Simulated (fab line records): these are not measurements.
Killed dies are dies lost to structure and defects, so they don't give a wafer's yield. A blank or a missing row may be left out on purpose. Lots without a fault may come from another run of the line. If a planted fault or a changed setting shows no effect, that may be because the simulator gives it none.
Shared-tool check -- flow gf180mcu -- 15 lots, 45 wafers sampled

## WHY IT WAS OPENED
Of 15 lots, 3 have the reading V2_W_RS flagged at GF_V2_RS_MEAS_24. Wafers without a fault read 0.325 ohm/sq, standard deviation 0.0053.
Rule: flag the lot when none of its wafers has a number, or when each of its wafers that has one lies beyond 4 standard deviations from that mean. The other lots count as sound.

lot,measured,on,"V2_W_RS (ohm/sq), wafer by wafer",flag
L313,day 20 08:43,film-metro-04,0.318 0.318 0.333,
L314,day 20 14:29,film-metro-04,0.323 0.323 0.323,
L315,day 20 22:22,film-metro-01,0.319 0.323 0.325,
L316,day 21 13:11,film-metro-03,0.314 0.325 0.324,
L322,day 23 15:08,film-metro-03,44.210 44.327 44.474,FLAGGED
L323,day 24 00:59,film-metro-03,42.854 43.191 42.861,FLAGGED
L324,day 24 06:07,film-metro-04,43.647 44.349 44.586,FLAGGED
L328,day 25 16:46,film-metro-03,0.318 0.330 0.323,
L329,day 25 22:23,film-metro-04,0.325 0.325 0.326,
L330,day 26 06:35,film-metro-03,0.316 0.326 0.318,
L331,day 26 12:49,film-metro-03,0.331 0.325 0.329,
L332,day 26 19:30,film-metro-01,0.324 0.324 0.331,
L333,day 27 10:06,film-metro-03,0.330 0.322 0.326,
L335,day 28 00:56,film-metro-03,0.326 0.327 0.328,
L336,day 28 01:44,film-metro-04,0.326 0.324 0.329,
Flagged lots average 43.833 ohm/sq: +43.508 ohm/sq relative to the usual, that is +99 or more standard deviations.

## WHICH TOOL EACH LOT WENT THROUGH
3 process steps preceding the reading are held in the record, out of 602 steps in the route. In each cell: the tool, then ch and the chambers that the sampled wafers went through, then the start.
lot,flag,GF_M2_METAL_ETCH_16,GF_V2_CMP_04,GF_V2_CVD_23
L313,,"rie-metal-02 ch 1, day 19 05:41","cmp-01 ch 0,2,3, day 19 06:46","cvd-w-01 ch 0,1, day 20 08:37"
L314,,"rie-metal-03 ch 0,1, day 19 11:59","cmp-01 ch 1,3, day 19 12:55","cvd-w-02 ch 1, day 20 14:15"
L315,,"rie-metal-02 ch 0,1, day 19 19:47","cmp-02 ch 0,1,3, day 19 20:42","cvd-w-02 ch 1, day 20 22:09"
L316,,"rie-metal-04 ch 0,1, day 20 11:02","cmp-02 ch 1,2,3, day 20 12:02","cvd-w-01 ch 0,1, day 21 13:04"
L322,FLAGGED,"rie-metal-04 ch 0,1, day 22 14:26","cmp-01 ch 0,2, day 22 15:25","cvd-w-02 ch 1, day 23 14:56"
L323,FLAGGED,"rie-metal-02 ch 0,1, day 23 00:02","cmp-01 ch 0,2,3, day 23 01:04","cvd-w-02 ch 1, day 24 00:46"
L324,FLAGGED,"rie-metal-03 ch 0,1, day 23 05:50","cmp-02 ch 1,2,3, day 23 06:44","cvd-w-02 ch 1, day 24 05:54"
L328,,"rie-metal-04 ch 0,1, day 24 16:11","cmp-01 ch 1,2,3, day 24 17:05","cvd-w-01 ch 0,1, day 25 16:38"
L329,,"rie-metal-03 ch 0,1, day 24 22:35","cmp-01 ch 1,2,3, day 24 23:33","cvd-w-01 ch 0, day 25 22:12"
L330,,"rie-metal-02 ch 0,1, day 25 07:20","cmp-01 ch 0,1,2, day 25 08:15","cvd-w-01 ch 0,1, day 26 06:28"
L331,,"rie-metal-04 ch 0,1, day 25 14:02","cmp-02 ch 0,1,2, day 25 14:59","cvd-w-02 ch 0,1, day 26 12:42"
L332,,"rie-metal-03 ch 0, day 25 20:53","cmp-01 ch 0,2,3, day 25 21:54","cvd-w-02 ch 0,1, day 26 19:23"
L333,,"rie-metal-03 ch 0,1, day 26 11:14","cmp-01 ch 0,1,2, day 26 12:16","cvd-w-02 ch 0,1, day 27 09:59"
L335,,"rie-metal-02 ch 0,1, day 27 02:23","cmp-01 ch 0,1,2, day 27 03:23","cvd-w-02 ch 0, day 28 00:49"
L336,,"rie-metal-03 ch 0,1, day 27 03:23","cmp-01 ch 0,3, day 27 04:17","cvd-w-02 ch 0,1, day 28 01:37"
What the steps here do:
- GF_M2_METAL_ETCH_16: etches the open film in Cl2/BCl3, stops on SiO2, target depth 627.5 nm, time 104.6 s.
- GF_V2_CMP_04: polishes SiO2.
- GF_V2_CVD_23: deposits W, target thk 350 nm, time 104.94 s.
- GF_V2_RS_MEAS_24: measures by four-point-probe.

## FLAGGED OVER TOTAL, TOOL BY TOOL (the gauges that took the reading come last)
step,tool,lots run,flagged,share of the flagged lots,sound lots run after its first flagged lot
GF_M2_METAL_ETCH_16,rie-metal-02,5,1,some,"2 (L330,L335)"
GF_M2_METAL_ETCH_16,rie-metal-03,6,1,some,"4 (L329,L332,L333,L336)"
GF_M2_METAL_ETCH_16,rie-metal-04,4,1,some,"2 (L328,L331)"
GF_V2_CMP_04,cmp-01,11,2,some,"7 (L328,L329,L330,L332,L333,L335,L336)"
GF_V2_CMP_04,cmp-02,4,1,some,1 (L331)
GF_V2_CVD_23,cvd-w-01,5,0,none,-
GF_V2_CVD_23,cvd-w-02,10,3,all,"5 (L331,L332,L333,L335,L336)"
GF_V2_RS_MEAS_24,film-metro-01,2,0,none,-
GF_V2_RS_MEAS_24,film-metro-03,8,2,some,"5 (L328,L330,L331,L333,L335)"
GF_V2_RS_MEAS_24,film-metro-04,5,1,some,"2 (L329,L336)"

## WHAT THE TABLE ALLOWS
Rows of the table that ran each flagged lot: 1, that is cvd-w-02 at GF_V2_CVD_23.
- cvd-w-02 at GF_V2_CVD_23 ran 10 lots, 3 of them flagged. After the first flagged lot (L331, L332, L333, L335, L336), sound lots still ran on it; a lasting fault on the whole tool would not permit that. On the flagged lots its readings are blank where sound lots have values: chamber-pressure-Torr, heater-power-outer-w, heater-power-w.
No row of the table ran every flagged lot and no sound lot after the first.

## WHAT WAS PUT IN BY THE SIMULATOR
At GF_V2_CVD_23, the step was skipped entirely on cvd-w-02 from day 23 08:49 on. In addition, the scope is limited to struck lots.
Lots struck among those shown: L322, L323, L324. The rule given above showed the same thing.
